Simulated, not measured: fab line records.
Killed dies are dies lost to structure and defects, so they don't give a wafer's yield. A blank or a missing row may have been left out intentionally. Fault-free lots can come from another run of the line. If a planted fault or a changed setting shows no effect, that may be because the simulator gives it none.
fab line records	flow sky130
record: lots: 24	wafers: 72	lastDay: 50
route steps=708 shown LI_CONTACT@374 VIA2@508 VIA3@596 METAL4@598 CAP2M@617 PASSIVATION@693
lots that met no fault: taken from a fault-free run of the same line
startH: hours from the record's first day to the start of the lot's first wafer shown	waitH: hours elapsed since this lot's preceding step	" as in the row above	L1.1+2: a single row standing in for several wafers	- no value present, or no start provided	* or withheld: withheld	< > ~ a bound
route shown NAME@n: NAME is a module with steps in the file, n the number in the route of the first one	usual: the fault-free wafers' mean and standard deviation	same: alike in all rows	chamber/n: place in a boat	sites: per-site readings	_std_site: their standard deviation	_edge_site: inner sites' mean taken away from outer sites' mean	radiusMm: how far each site lies from the wafer's centre	mask NAME#n: copy n	behind: the most recent tool/chamber to have shaped the wafer	hold: the reason the lot was held/the length of the hold in hours/how it ended	device: whichever transistor did not switch (one of n, p or np)	end of line: at the end of the route, the tests of the same wafers	a step with no rows: only its recipe	killed: at the first sort, the dies lost to defects and structure; wafer yield is something else	map: shows each die of a wafer: x if killed, . if not, _ if none is there
set.NAME: the setting that was run; set.NAME@STEP: the one run at that earlier step	model.NAME: the simulator's own value behind a step, which no gauge read
one table for each step of the route and one row for each wafer, over a sample of lots
services: the hour from which a tool's chamber was out of use, counted from the record's first day as startH (under 0 if before that day), plus the number of hours and why
== steps ==
step: SKY_LI_CONTACT_CD_MEAS_12
recipe: targetCdNm: 170
usual: cdNm: 170.1/1.3
lot.wafer	tool	chamber	startH	waitH	cdNm
L075.2	cdSem-02	-	685.58	-	168.1
L075.3	"	-	"	"	168.3
L075.6	"	-	"	"	166.9
L074.1	cdSem-02	-	688.06	-	171.7
L074.2	"	-	"	"	171.2
L074.5	"	-	"	"	171.4
L077.1	cdSem-02	-	700.24	-	171.2
L077.2	"	-	"	"	171.5
L077.3	"	-	"	"	171.9
L076.1	cdSem-02	-	703.89	-	168.5
L076.2	"	-	"	"	167.7
L076.6	"	-	"	"	169.8
L078.2	cdSem-02	-	710.93	-	170.8
L078.4	"	-	"	"	170.9
L078.5	"	-	"	"	171.2
L079.2	cdSem-01	-	728.43	-	167.4
L079.3	"	-	"	"	169.9
L079.5	"	-	"	"	169.1
L081.2	cdSem-02	-	734.76	-	170.8
L081.4	"	-	"	"	169.7
L081.5	"	-	"	"	170.4
L080.3	cdSem-02	-	737.68	-	169.3
L080.4	"	-	"	"	169.6
L080.5	"	-	"	"	169.0
L082.3	cdSem-01	-	744.50	-	168.4
L082.4	"	-	"	"	167.4
L082.6	"	-	"	"	166.8
L083.1	cdSem-01	-	752.71	-	171.7
L083.2	"	-	"	"	171.0
L083.6	"	-	"	"	172.0
L084.1	cdSem-02	-	758.61	-	168.9
L084.4	"	-	"	"	170.9
L084.6	"	-	"	"	168.6
L085.4	cdSem-02	-	762.40	-	170.1
L085.5	"	-	"	"	171.9
L085.6	"	-	"	"	170.6
L086.2	cdSem-01	-	775.96	-	169.1
L086.4	"	-	"	"	169.6
L086.5	"	-	"	"	168.8
L087.1	cdSem-02	-	784.26	-	170.1
L087.2	"	-	"	"	170.9
L087.4	"	-	"	"	170.3
L088.1	cdSem-02	-	796.61	-	169.4
L088.3	"	-	"	"	169.8
L088.5	"	-	"	"	170.7
L089.1	cdSem-01	-	797.64	-	169.4
L089.4	"	-	"	"	168.0
L089.6	"	-	"	"	169.9
L090.3	cdSem-01	-	803.85	-	171.0
L090.4	"	-	"	"	171.2
L090.5	"	-	"	"	172.1
L091.4	cdSem-01	-	808.30	-	170.4
L091.5	"	-	"	"	171.3
L091.6	"	-	"	"	171.2
L092.3	cdSem-02	-	810.76	-	170.3
L092.4	"	-	"	"	170.5
L092.6	"	-	"	"	170.5
L093.1	cdSem-02	-	820.47	-	169.3
L093.4	"	-	"	"	168.3
L093.5	"	-	"	"	170.4
L094.3	cdSem-01	-	826.38	-	171.9
L094.5	"	-	"	"	171.5
L094.6	"	-	"	"	170.3
L095.3	cdSem-02	-	830.10	-	169.7
L095.4	"	-	"	"	170.7
L095.5	"	-	"	"	170.7
L096.1	cdSem-02	-	835.72	-	171.0
L096.3	"	-	"	"	170.7
L096.4	"	-	"	"	171.3
L097.1	cdSem-01	-	846.37	-	171.8
L097.2	"	-	"	"	169.7
L097.3	"	-	"	"	170.3
step: SKY_VIA2_THK_MEAS_01
recipe: reads: SiO2_of_VIA2_HDPCVD_00
usual: VIA2_HDPCVD_THK: 1185/13
lot.wafer	tool	chamber	startH	waitH	VIA2_HDPCVD_THK[nm]
L075.2	filmMetro-03	-	830.20	0.1	1200
L075.3	"	-	"	"	1189
L075.6	"	-	"	"	1188
L074.1	filmMetro-02	-	831.67	0.1	1175
L074.2	"	-	"	"	1181
L074.5	"	-	"	"	1167
L077.1	filmMetro-04	-	844.39	0.1	1169
L077.2	"	-	"	"	1198
L077.3	"	-	"	"	1178
L076.1	filmMetro-03	-	845.21	0.1	1214
L076.2	"	-	"	"	1206
L076.6	"	-	"	"	1200
L078.2	filmMetro-02	-	851.80	0.1	1159
L078.4	"	-	"	"	1186
L078.5	"	-	"	"	1179
L079.2	filmMetro-03	-	868.60	0.1	1161
L079.3	"	-	"	"	1187
L079.5	"	-	"	"	1171
L081.2	filmMetro-03	-	874.24	0.1	1202
L081.4	"	-	"	"	1200
L081.5	"	-	"	"	1209
L080.3	filmMetro-02	-	877.54	0.1	1209
L080.4	"	-	"	"	1195
L080.5	"	-	"	"	1187
L082.3	filmMetro-03	-	883.35	0.1	1199
L082.4	"	-	"	"	1190
L082.6	"	-	"	"	1179
L083.1	filmMetro-03	-	892.00	0.1	1186
L083.2	"	-	"	"	1188
L083.6	"	-	"	"	1191
L084.1	filmMetro-02	-	897.95	0.1	1188
L084.4	"	-	"	"	1197
L084.6	"	-	"	"	1206
L085.4	filmMetro-02	-	900.83	0.0	1182
L085.5	"	-	"	"	1168
L085.6	"	-	"	"	1190
L086.2	filmMetro-03	-	913.27	0.1	1174
L086.4	"	-	"	"	1193
L086.5	"	-	"	"	1168
L087.1	filmMetro-03	-	920.91	0.1	1185
L087.2	"	-	"	"	1176
L087.4	"	-	"	"	1186
L088.1	filmMetro-03	-	932.43	0.1	1202
L088.3	"	-	"	"	1192
L088.5	"	-	"	"	1192
L089.1	filmMetro-02	-	934.04	0.1	1192
L089.4	"	-	"	"	1179
L089.6	"	-	"	"	1176
L090.3	filmMetro-04	-	941.50	0.1	1175
L090.4	"	-	"	"	1177
L090.5	"	-	"	"	1196
L091.4	filmMetro-04	-	945.89	0.0	1186
L091.5	"	-	"	"	1188
L091.6	"	-	"	"	1204
L092.3	filmMetro-04	-	946.82	0.1	1182
L092.4	"	-	"	"	1186
L092.6	"	-	"	"	1178
L093.1	filmMetro-02	-	956.83	0.1	1187
L093.4	"	-	"	"	1210
L093.5	"	-	"	"	1179
L094.3	filmMetro-03	-	959.42	0.1	1179
L094.5	"	-	"	"	1181
L094.6	"	-	"	"	1177
L095.3	filmMetro-02	-	963.95	0.1	1184
L095.4	"	-	"	"	1176
L095.5	"	-	"	"	1178
L096.1	filmMetro-03	-	969.92	0.1	1214
L096.3	"	-	"	"	1189
L096.4	"	-	"	"	1184
L097.1	filmMetro-04	-	980.84	0.1	1168
L097.2	"	-	"	"	1176
L097.3	"	-	"	"	1165
step: SKY_VIA3_THK_MEAS_23
recipe: thkMeasGauge: xrf	reads: W_of_VIA3_CVD_21
usual: VIA3_W_THK: 403/5.8
lot.wafer	tool	chamber	startH	waitH	VIA3_W_THK[nm]
L075.2	filmMetro-02	-	936.17	0.1	405
L075.3	"	-	"	"	409
L075.6	"	-	"	"	404
L074.1	filmMetro-02	-	937.11	0.1	403
L074.2	"	-	"	"	407
L074.5	"	-	"	"	400
L077.1	filmMetro-01	-	949.13	0.1	405
L077.2	"	-	"	"	408
L077.3	"	-	"	"	402
L076.1	filmMetro-01	-	951.03	0.1	404
L076.2	"	-	"	"	412
L076.6	"	-	"	"	405
L078.2	filmMetro-04	-	957.28	0.1	402
L078.4	"	-	"	"	400
L078.5	"	-	"	"	398
L079.2	filmMetro-01	-	973.65	0.1	406
L079.3	"	-	"	"	403
L079.5	"	-	"	"	404
L081.2	filmMetro-02	-	977.64	0.1	413
L081.4	"	-	"	"	412
L081.5	"	-	"	"	410
L080.3	filmMetro-01	-	981.90	0.1	400
L080.4	"	-	"	"	400
L080.5	"	-	"	"	404
L082.3	filmMetro-04	-	986.28	0.1	402
L082.4	"	-	"	"	398
L082.6	"	-	"	"	404
L083.1	filmMetro-01	-	994.57	0.1	399
L083.2	"	-	"	"	396
L083.6	"	-	"	"	398
L084.1	filmMetro-01	-	1000.98	0.1	400
L084.4	"	-	"	"	401
L084.6	"	-	"	"	405
L085.4	filmMetro-02	-	1001.65	0.1	413
L085.5	"	-	"	"	412
L085.6	"	-	"	"	412
L086.2	filmMetro-01	-	1015.62	0.1	394
L086.4	"	-	"	"	402
L086.5	"	-	"	"	397
L087.1	filmMetro-02	-	1023.76	0.1	410
L087.2	"	-	"	"	416
L087.4	"	-	"	"	414
L088.1	filmMetro-02	-	1033.32	0.1	399
L088.3	"	-	"	"	393
L088.5	"	-	"	"	398
L089.1	filmMetro-04	-	1034.82	0.1	407
L089.4	"	-	"	"	407
L089.6	"	-	"	"	407
L090.3	filmMetro-04	-	1042.84	0.1	398
L090.4	"	-	"	"	403
L090.5	"	-	"	"	399
L091.4	filmMetro-04	-	1046.76	0.1	410
L091.5	"	-	"	"	404
L091.6	"	-	"	"	406
L092.3	filmMetro-01	-	1047.76	0.1	405
L092.4	"	-	"	"	406
L092.6	"	-	"	"	411
L093.1	filmMetro-04	-	1055.82	0.1	393
L093.4	"	-	"	"	397
L093.5	"	-	"	"	396
L094.3	filmMetro-02	-	1058.05	0.1	399
L094.5	"	-	"	"	395
L094.6	"	-	"	"	398
L095.3	filmMetro-02	-	1061.84	0.1	404
L095.4	"	-	"	"	392
L095.5	"	-	"	"	400
L096.1	filmMetro-04	-	1068.40	0.1	406
L096.3	"	-	"	"	402
L096.4	"	-	"	"	408
L097.1	filmMetro-02	-	1077.52	0.1	401
L097.2	"	-	"	"	409
L097.3	"	-	"	"	397
step: SKY_METAL4_SPUTTER_00
recipe: material: Ti	targetThkNm: 15	powerW: 3000	timeS: 10	chamberPressurePa: 0.4
usual: cathodeDcPowerW: 2999.9/0.55	throttleValvePct: 30.1/1.3
lot.wafer	tool	chamber	startH	waitH	cathodeDcPowerW	throttleValvePct
L075.2	pvdSputter-02	-	936.52	0.2	2999.6	28.6
L075.3	"	-	"	"	3000.3	29.2
L075.6	"	-	"	"	3000.2	29.0
L074.1	pvdSputter-02	-	937.47	0.1	2999.5	29.3
L074.2	"	-	"	"	2999.9	32.1
L074.5	"	-	"	"	3000.1	29.2
L077.1	pvdSputter-03	-	949.61	0.1	3000.4	28.6
L077.2	"	-	"	"	2999.2	30.8
L077.3	"	-	"	"	2999.6	29.9
L076.1	pvdSputter-04	-	951.39	0.2	3000.2	30.6
L076.2	"	-	"	"	3000.0	31.5
L076.6	"	-	"	"	2999.6	30.4
L078.2	pvdSputter-02	-	957.66	0.3	2999.2	29.7
L078.4	"	-	"	"	2999.9	29.3
L078.5	"	-	"	"	2999.1	28.8
L079.2	pvdSputter-03	-	974.00	0.2	2999.8	30.0
L079.3	"	-	"	"	3000.4	28.5
L079.5	"	-	"	"	3000.0	28.4
L081.2	pvdSputter-02	-	977.99	0.1	2999.4	29.6
L081.4	"	-	"	"	2999.4	29.1
L081.5	"	-	"	"	3000.1	32.0
L080.3	pvdSputter-02	-	982.24	0.2	3000.1	29.3
L080.4	"	-	"	"	3000.3	31.8
L080.5	"	-	"	"	2999.7	29.8
L082.3	pvdSputter-04	-	986.62	0.1	2999.8	31.3
L082.4	"	-	"	"	2999.4	30.2
L082.6	"	-	"	"	2999.4	30.3
L083.1	pvdSputter-04	-	994.93	0.1	2999.7	31.2
L083.2	"	-	"	"	3000.1	30.6
L083.6	"	-	"	"	3000.6	30.5
L084.1	pvdSputter-02	-	1001.34	0.1	3000.0	29.2
L084.4	"	-	"	"	2999.7	29.3
L084.6	"	-	"	"	3000.6	29.2
L085.4	pvdSputter-04	-	1002.10	0.1	3000.0	30.7
L085.5	"	-	"	"	3000.0	30.5
L085.6	"	-	"	"	3000.5	30.3
L086.2	pvdSputter-04	-	1015.97	0.2	3000.5	32.2
L086.4	"	-	"	"	2999.7	30.0
L086.5	"	-	"	"	3000.1	32.4
L087.1	pvdSputter-04	-	1024.24	0.2	2999.1	30.6
L087.2	"	-	"	"	3000.0	32.2
L087.4	"	-	"	"	3000.6	31.2
L088.1	pvdSputter-03	-	1033.68	0.2	2999.8	28.3
L088.3	"	-	"	"	2999.9	31.2
L088.5	"	-	"	"	3000.3	28.6
L089.1	pvdSputter-02	-	1035.18	0.2	3000.0	32.4
L089.4	"	-	"	"	3000.0	29.6
L089.6	"	-	"	"	2999.9	29.1
L090.3	pvdSputter-04	-	1043.60	0.1	2999.0	30.1
L090.4	"	-	"	"	2999.8	31.2
L090.5	"	-	"	"	3000.2	32.2
L091.4	pvdSputter-03	-	1047.09	0.1	3001.2	31.5
L091.5	"	-	"	"	3001.2	31.4
L091.6	"	-	"	"	3000.1	28.5
L092.3	pvdSputter-02	-	1048.10	0.2	2999.2	32.0
L092.4	"	-	"	"	3000.3	28.4
L092.6	"	-	"	"	2999.8	29.1
L093.1	pvdSputter-02	-	1056.18	0.2	3000.2	28.6
L093.4	"	-	"	"	3000.9	29.5
L093.5	"	-	"	"	2999.7	29.1
L094.3	pvdSputter-02	-	1058.39	0.1	2999.0	29.1
L094.5	"	-	"	"	3000.7	29.3
L094.6	"	-	"	"	2999.8	28.7
L095.3	pvdSputter-02	-	1062.18	0.1	2999.8	29.1
L095.4	"	-	"	"	2999.7	32.0
L095.5	"	-	"	"	3000.3	28.6
L096.1	pvdSputter-03	-	1068.76	0.1	2999.3	29.8
L096.3	"	-	"	"	3000.2	31.1
L096.4	"	-	"	"	2999.1	28.7
L097.1	pvdSputter-02	-	1077.88	0.1	3000.7	32.0
L097.2	"	-	"	"	3000.4	29.2
L097.3	"	-	"	"	2999.6	29.8
step: SKY_CAP2M_STRIP_14
recipe: chemistry: O2/N2	powerW: 1400	pressureMtorr: 1500	platenTempC: withheld	o2FlowSccm: 3000	n2FlowSccm: 300	overashFraction: 0.5
usual: drypumpMotorCurrentA: 5.89/0.24	oesProductAu: 0.710/0.0047	stripTimeToEndpointS: 12.66/0.047
same: overashFraction: 0.5
lot.wafer	tool	chamber	startH	waitH	drypumpMotorCurrentA	oesProductAu	rfHoursCounterH	stripTimeToEndpointS
L075.2	plasmaAsher-01	0	961.68	0.1	5.71	0.713	47	12.65
L075.3	"	1	"	"	5.74	0.715	-	12.64
L075.6	"	1	"	"	5.72	0.703	-	12.70
L074.1	plasmaAsher-04	0	962.32	0.1	6.03	0.713	116	12.58
L074.2	"	1	"	"	6.02	0.713	116	12.58
L074.5	"	0	"	"	6.04	0.714	-	12.63
L077.1	plasmaAsher-01	0	974.93	0.1	5.69	0.714	48	12.62
L077.2	"	1	"	"	5.75	0.708	48	12.64
L077.3	"	1	"	"	5.74	0.716	-	12.66
L076.1	plasmaAsher-02	0	976.37	0.1	6.36	0.715	24	12.53
L076.2	"	1	"	"	5.53	0.717	24	12.61
L076.6	"	0	"	"	6.38	0.713	-	12.57
L078.2	plasmaAsher-04	1	982.63	0.1	5.99	0.705	118	12.67
L078.4	"	0	"	"	6.07	0.710	-	12.69
L078.5	"	0	"	"	6.07	0.713	-	12.70
L079.2	plasmaAsher-01	0	998.05	0.1	5.71	0.710	51	12.65
L079.3	"	0	"	"	5.72	0.705	-	12.65
L079.5	"	0	"	"	5.70	0.714	-	12.63
L081.2	plasmaAsher-04	1	1001.27	0.1	6.01	0.704	121	12.67
L081.4	"	1	"	"	6.01	0.699	-	12.62
L081.5	"	0	"	"	6.06	0.712	-	12.59
L080.3	plasmaAsher-01	1	1005.32	0.1	5.74	0.716	-	12.74
L080.4	"	0	"	"	5.75	0.712	-	12.72
L080.5	"	0	"	"	5.75	0.709	-	12.69
L082.3	plasmaAsher-01	0	1010.82	0.1	5.73	0.711	-	12.67
L082.4	"	1	"	"	5.76	0.704	-	12.65
L082.6	"	1	"	"	5.75	0.718	-	12.66
L083.1	plasmaAsher-04	1	1018.48	0.1	6.02	0.707	122	12.73
L083.2	"	0	"	"	6.07	0.712	122	12.70
L083.6	"	0	"	"	6.07	0.717	-	12.67
L084.1	plasmaAsher-02	1	1025.38	0.1	5.53	0.711	30	12.68
L084.4	"	0	"	"	6.35	0.718	-	12.65
L084.6	"	0	"	"	6.35	0.708	-	12.65
L085.4	plasmaAsher-02	0	1026.07	0.1	6.36	0.716	-	12.64
L085.5	"	0	"	"	6.38	0.709	-	12.62
L085.6	"	1	"	"	5.51	0.715	-	12.61
L086.2	plasmaAsher-02	0	1039.98	0.1	6.35	0.711	31	12.72
L086.4	"	0	"	"	6.38	0.706	-	12.71
L086.5	"	0	"	"	6.37	0.707	-	12.65
L087.1	plasmaAsher-04	1	1048.08	0.1	6.00	0.711	125	12.64
L087.2	"	0	"	"	6.06	0.710	125	12.55
L087.4	"	1	"	"	5.99	0.713	-	12.64
L088.1	plasmaAsher-01	1	1057.42	0.1	5.74	0.717	58	12.71
L088.3	"	1	"	"	5.75	0.712	-	12.72
L088.5	"	0	"	"	5.72	0.702	-	12.72
L089.1	plasmaAsher-01	0	1057.95	0.1	5.74	0.701	58	12.63
L089.4	"	0	"	"	5.73	0.721	-	12.66
L089.6	"	0	"	"	5.73	0.708	-	12.63
L090.3	plasmaAsher-01	1	1065.77	0.1	5.76	0.706	-	12.67
L090.4	"	0	"	"	5.72	0.726	-	12.67
L090.5	"	1	"	"	5.76	0.709	-	12.67
L091.4	plasmaAsher-04	0	1069.22	0.1	6.05	0.712	-	12.61
L091.5	"	1	"	"	5.99	0.718	-	12.60
L091.6	"	0	"	"	6.06	0.711	-	12.67
L092.3	plasmaAsher-01	1	1070.77	0.1	5.74	0.710	-	12.71
L092.4	"	0	"	"	5.73	0.712	-	12.67
L092.6	"	0	"	"	5.72	0.709	-	12.72
L093.1	plasmaAsher-04	0	1078.38	0.1	6.05	0.713	1	12.68
L093.4	"	1	"	"	6.01	0.705	-	12.58
L093.5	"	1	"	"	5.99	0.709	-	12.65
L094.3	plasmaAsher-01	1	1080.46	0.1	5.76	0.709	-	12.75
L094.5	"	0	"	"	5.74	0.712	-	12.75
L094.6	"	1	"	"	5.75	0.715	-	12.72
L095.3	plasmaAsher-02	1	1083.87	0.1	5.54	0.713	-	12.60
L095.4	"	0	"	"	6.37	0.712	-	12.69
L095.5	"	0	"	"	6.39	0.706	-	12.57
L096.1	plasmaAsher-04	0	1090.48	0.1	6.06	0.711	3	12.66
L096.3	"	1	"	"	6.02	0.708	-	12.73
L096.4	"	0	"	"	6.08	0.706	-	12.67
L097.1	plasmaAsher-04	0	1099.33	0.1	6.08	0.704	3	12.66
L097.2	"	1	"	"	6.01	0.705	3	12.62
L097.3	"	1	"	"	5.96	0.702	-	12.61
step: SKY_PASSIVATION_STRIP_12
recipe: chemistry: O2/N2	powerW: 1400	pressureMtorr: 1500	platenTempC: withheld	overashFraction: 0.7	o2FlowSccm: 3000	n2FlowSccm: 300
usual: drypumpMotorCurrentA: 5.87/0.3	oesProductAu: 0.661/0.0045	stripTimeToEndpointS: 31.52/0.15
same: overashFraction: 0.7
lot.wafer	tool	chamber	startH	waitH	drypumpMotorCurrentA	oesProductAu	rfHoursCounterH	stripTimeToEndpointS
L075.2	plasmaAsher-02	1	1060.18	0.1	5.52	0.658	33	31.50
L075.3	"	1	"	"	5.53	0.661	-	31.42
L075.6	"	1	"	"	5.53	0.663	-	31.47
L074.1	plasmaAsher-01	0	1060.30	0.1	5.70	0.666	58	31.70
L074.2	"	1	"	"	5.76	0.663	58	31.72
L074.5	"	0	"	"	5.72	0.660	-	31.78
L077.1	plasmaAsher-02	0	1072.08	0.1	6.41	0.653	35	31.30
L077.2	"	1	"	"	5.53	0.664	35	31.46
L077.3	"	1	"	"	5.52	0.664	-	31.31
L076.1	plasmaAsher-01	0	1073.80	0.1	5.72	0.659	60	31.47
L076.2	"	1	"	"	5.76	0.665	60	31.27
L076.6	"	0	"	"	5.71	0.658	-	31.56
L078.2	plasmaAsher-02	0	1077.80	0.1	6.36	0.658	35	31.24
L078.4	"	1	"	"	5.53	0.667	-	31.17
L078.5	"	1	"	"	5.52	0.655	-	31.21
L079.2	plasmaAsher-01	0	1093.92	0.1	5.72	0.660	62	31.64
L079.3	"	0	"	"	5.70	0.663	-	31.80
L079.5	"	0	"	"	5.70	0.670	-	31.64
L081.2	plasmaAsher-01	1	1095.35	0.1	5.74	0.657	62	31.68
L081.4	"	1	"	"	5.75	0.664	-	31.73
L081.5	"	0	"	"	5.69	0.662	-	31.79
L080.3	plasmaAsher-01	1	1098.65	0.1	5.76	0.663	-	31.41
L080.4	"	0	"	"	5.71	0.660	-	31.53
L080.5	"	1	"	"	5.73	0.662	-	31.53
L082.3	plasmaAsher-01	0	1103.58	0.1	5.72	0.661	-	31.42
L082.4	"	1	"	"	5.76	0.657	-	31.60
L082.6	"	0	"	"	5.74	0.663	-	31.53
L083.1	plasmaAsher-02	0	1110.37	0.1	6.38	0.658	38	31.49
L083.2	"	1	"	"	5.53	0.661	38	31.43
L083.6	"	1	"	"	5.53	0.664	-	31.52
L084.1	plasmaAsher-02	1	1115.93	0.1	5.54	0.662	39	31.88
L084.4	"	1	"	"	5.55	0.663	-	31.79
L084.6	"	0	"	"	6.37	0.657	-	31.90
L085.4	plasmaAsher-04	1	1117.11	0.1	6.00	0.663	-	31.65
L085.5	"	0	"	"	6.10	0.661	-	31.71
L085.6	"	1	"	"	6.01	0.667	-	31.78
L086.2	plasmaAsher-02	0	1128.30	0.1	6.38	0.669	40	31.60
L086.4	"	0	"	"	6.38	0.670	-	31.49
L086.5	"	1	"	"	5.55	0.663	-	31.53
L087.1	plasmaAsher-02	1	1135.58	0.1	5.55	0.652	41	31.61
L087.2	"	0	"	"	6.38	0.668	41	31.49
L087.4	"	0	"	"	6.37	0.660	-	31.43
L088.1	plasmaAsher-01	1	1142.58	0.1	5.77	0.657	66	31.36
L088.3	"	0	"	"	5.68	0.657	-	31.49
L088.5	"	0	"	"	5.69	0.657	-	31.51
L089.1	plasmaAsher-04	1	1143.57	0.1	5.98	0.666	8	31.54
L089.4	"	1	"	"	6.00	0.659	-	31.47
L089.6	"	1	"	"	5.98	0.659	-	31.42
L090.3	plasmaAsher-04	0	1151.31	0.1	6.06	0.654	-	31.48
L090.4	"	1	"	"	6.00	0.663	-	31.40
L090.5	"	0	"	"	6.07	0.661	-	31.42
L091.4	plasmaAsher-04	1	1153.95	0.1	6.01	0.666	-	31.26
L091.5	"	0	"	"	6.07	0.663	-	31.59
L091.6	"	1	"	"	5.96	0.670	-	31.33
L092.3	plasmaAsher-01	0	1154.76	0.1	5.72	0.670	-	31.75
L092.4	"	1	"	"	5.73	0.657	-	31.63
L092.6	"	1	"	"	5.73	0.660	-	31.79
L093.1	plasmaAsher-02	1	1159.80	0.1	5.51	0.653	43	31.24
L093.4	"	1	"	"	5.51	0.661	-	31.30
L093.5	"	0	"	"	6.36	0.658	-	31.49
L094.3	plasmaAsher-01	0	1162.53	0.1	5.72	0.665	-	31.63
L094.5	"	0	"	"	5.72	0.663	-	31.64
L094.6	"	1	"	"	5.75	0.659	-	31.42
L095.3	plasmaAsher-02	0	1164.86	0.1	6.37	0.665	-	31.47
L095.4	"	1	"	"	5.54	0.664	-	31.46
L095.5	"	1	"	"	5.53	0.657	-	31.58
L096.1	plasmaAsher-01	0	1171.07	0.1	5.74	0.669	69	31.46
L096.3	"	0	"	"	5.75	0.652	-	31.46
L096.4	"	1	"	"	5.73	0.659	-	31.54
L097.1	plasmaAsher-02	0	1178.90	0.1	6.37	0.667	45	31.35
L097.2	"	1	"	"	5.52	0.659	45	31.44
L097.3	"	0	"	"	6.36	0.668	-	31.46
== services ==
tool	chamber	startH	hours	kind
plasmaAsher-01	-	917.67	3.4	repair
pvdSputter-04	2	983.41	-	consumableReplace:kit
pvdSputter-04	2	983.41	18.0	scheduledDown
pvdSputter-04	2	983.41	18.0	ventCycle
plasmaAsher-04	-	1025.51	3.9	repair
pvdSputter-02	1	1035.34	-	consumableReplace:kit
pvdSputter-02	1	1035.34	18.0	scheduledDown
pvdSputter-02	1	1035.34	18.0	ventCycle
pvdSputter-04	1	1038.70	-	consumableReplace:kit
pvdSputter-04	1	1038.70	18.0	scheduledDown
pvdSputter-04	1	1038.70	18.0	ventCycle
pvdSputter-03	-	1043.48	3.4	repair
pvdSputter-04	-	1045.50	29.4	repair
plasmaAsher-04	-	1055.25	9.0	pm
plasmaAsher-04	0	1055.25	9.0	ventCycle
plasmaAsher-04	1	1055.25	9.0	ventCycle
plasmaAsher-04	0	1064.25	-	clean
plasmaAsher-04	1	1064.25	-	clean
plasmaAsher-02	-	1085.28	0.6	repair
pvdSputter-02	0	1117.31	-	consumableReplace:kit
pvdSputter-02	0	1117.31	18.0	scheduledDown
pvdSputter-02	0	1117.31	18.0	ventCycle
pvdSputter-04	0	1170.01	-	consumableReplace:kit
pvdSputter-04	0	1170.01	18.0	scheduledDown
== key ==
fault none
